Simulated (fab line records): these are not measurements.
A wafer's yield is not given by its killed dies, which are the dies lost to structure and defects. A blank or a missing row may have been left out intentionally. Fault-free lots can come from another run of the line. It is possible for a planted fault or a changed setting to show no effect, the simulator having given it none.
Which tool was responsible? | flow sfq line | 14 lots, 42 wafers sampled, at 2 steps of a route of 325

WHAT THE GAUGES READ, wafer by wafer
The record holds no reading of a measuring or inspecting step that can be judged against a usual standard deviation.

TOOL THAT RAN EACH LOT (tool first, then ch and the chambers of the sampled wafers, then the start)
lot  | SFQ_TRILAYER_L0_LITHO_COAT_010   | SFQ_TRILAYER_L0_BARC_OPEN_METAL_ETCH_010
L884 | litho track-04 ch 0, day 1 17:44 | rie metal-02 ch 0,1, day 2 06:01
L885 | litho track-01 ch 0, day 1 22:47 | rie metal-02 ch 0,1, day 2 10:49
L886 | litho track-01 ch 0, day 2 03:50 | rie metal-04 ch 0,1, day 2 16:50
L887 | litho track-01 ch 0, day 2 08:44 | rie metal-02 ch 0,1, day 2 21:37
L888 | litho track-01 ch 0, day 2 13:53 | rie metal-02 ch 0,1, day 3 02:26
L890 | litho track-02 ch 0, day 2 23:47 | rie metal-02 ch 0,1, day 3 13:13
L891 | litho track-01 ch 0, day 3 04:47 | rie metal-04 ch 0,1, day 3 16:49
L893 | litho track-02 ch 0, day 3 14:44 | rie metal-01 ch 0,1, day 4 02:25
L898 | litho track-04 ch 0, day 4 16:05 | rie metal-01 ch 0,1, day 5 08:50
L901 | litho track-04 ch 0, day 5 06:44 | rie metal-01 ch 0,1, day 5 23:14
L902 | litho track-02 ch 0, day 5 11:44 | rie metal-02 ch 0,1, day 6 01:38
L903 | litho track-04 ch 0, day 5 16:44 | rie metal-01 ch 0,1, day 6 07:38
L904 | litho track-01 ch 0, day 5 21:55 | rie metal-02 ch 0,1, day 6 19:41
L905 | litho track-02 ch 0, day 6 02:47 | rie metal-04 ch 0, day 6 23:17
- SFQ_TRILAYER_L0_LITHO_COAT_010: resist thk 62 nm.
- SFQ_TRILAYER_L0_BARC_OPEN_METAL_ETCH_010: etches BARC in O2, target depth 125 nm, time 41.7 s.

WHAT THE TOOLS THEMSELVES READ (means of the sampled wafers that have a number; where no wafer has one, the mark that the record gives instead)
SFQ_TRILAYER_L0_LITHO_COAT_010.
lot  | tool           | spin speed rpm (rpm)
L884 | litho track-04 | 3000.8
L885 | litho track-01 | 2999.4
L886 | litho track-01 | 3000.9
L887 | litho track-01 | 2997.1
L888 | litho track-01 | 3003.0
L890 | litho track-02 | 3000.4
L891 | litho track-01 | 3000.2
L893 | litho track-02 | 2999.6
L898 | litho track-04 | 2999.9
L901 | litho track-04 | 3000.1
L902 | litho track-02 | 2998.6
L903 | litho track-04 | 2999.7
L904 | litho track-01 | 2999.6
L905 | litho track-02 | 3002.2

SFQ_TRILAYER_L0_BARC_OPEN_METAL_ETCH_010.
lot  | tool         | drypump motor current A (A) | he backside leak sccm (sccm) | oes product au (a.u.)
L884 | rie metal-02 | 5.9                         | 3.50                         | 0.683
L885 | rie metal-02 | 5.9                         | 3.47                         | 0.687
L886 | rie metal-04 | 5.1                         | 3.54                         | 0.686
L887 | rie metal-02 | 6.1                         | 3.50                         | 0.684
L888 | rie metal-02 | 5.9                         | 3.44                         | 0.713
L890 | rie metal-02 | 6.2                         | 3.55                         | 0.681
L891 | rie metal-04 | 5.1                         | 3.48                         | 0.710
L893 | rie metal-01 | 5.9                         | 3.46                         | 0.685
L898 | rie metal-01 | 5.9                         | 3.41                         | 0.685
L901 | rie metal-01 | 5.9                         | 3.70                         | 0.686
L902 | rie metal-02 | 6.2                         | 3.58                         | 0.683
L903 | rie metal-01 | 5.9                         | 3.51                         | 0.688
L904 | rie metal-02 | 6.2                         | 3.55                         | 0.687
L905 | rie metal-04 | 5.2                         | 3.59                         | 0.687

THE ANSWER, worked out from the rows above alone
Rule: usual is defined by the lots themselves. Put in order of their means at a reading, lots are off if they are a third of the lots or fewer, leave a main group of 4 or more, and stand apart from it by a gap of 3 or more times the standard deviation of the main group's means; of several such gaps the widest counts. A main group is skipped when, at the precision printed for the reading in the tables above, its means are all equal. Also off: a lot with no number at a reading for which 4 or more lots have one. Any other lot the step has rows for is counted as sound. First the gauges in route order, then the tools' own readings, where a lot's mean is used as printed above. At the first step where some lot is off, the reading lying furthest off is the one used; lots without a number count as furthest.
Off: L888, L891 (SFQ_TRILAYER_L0_BARC_OPEN_METAL_ETCH_010, oes product au). Mean 0.685 a.u. and standard deviation 0.002 in the main group.
If a tool, at that step or one of the process steps before it, ran each lot that is off and ran no sound lot following the first of them, it fits. Of those tried, none fits.

WHAT WAS PUT IN BY THE SIMULATOR
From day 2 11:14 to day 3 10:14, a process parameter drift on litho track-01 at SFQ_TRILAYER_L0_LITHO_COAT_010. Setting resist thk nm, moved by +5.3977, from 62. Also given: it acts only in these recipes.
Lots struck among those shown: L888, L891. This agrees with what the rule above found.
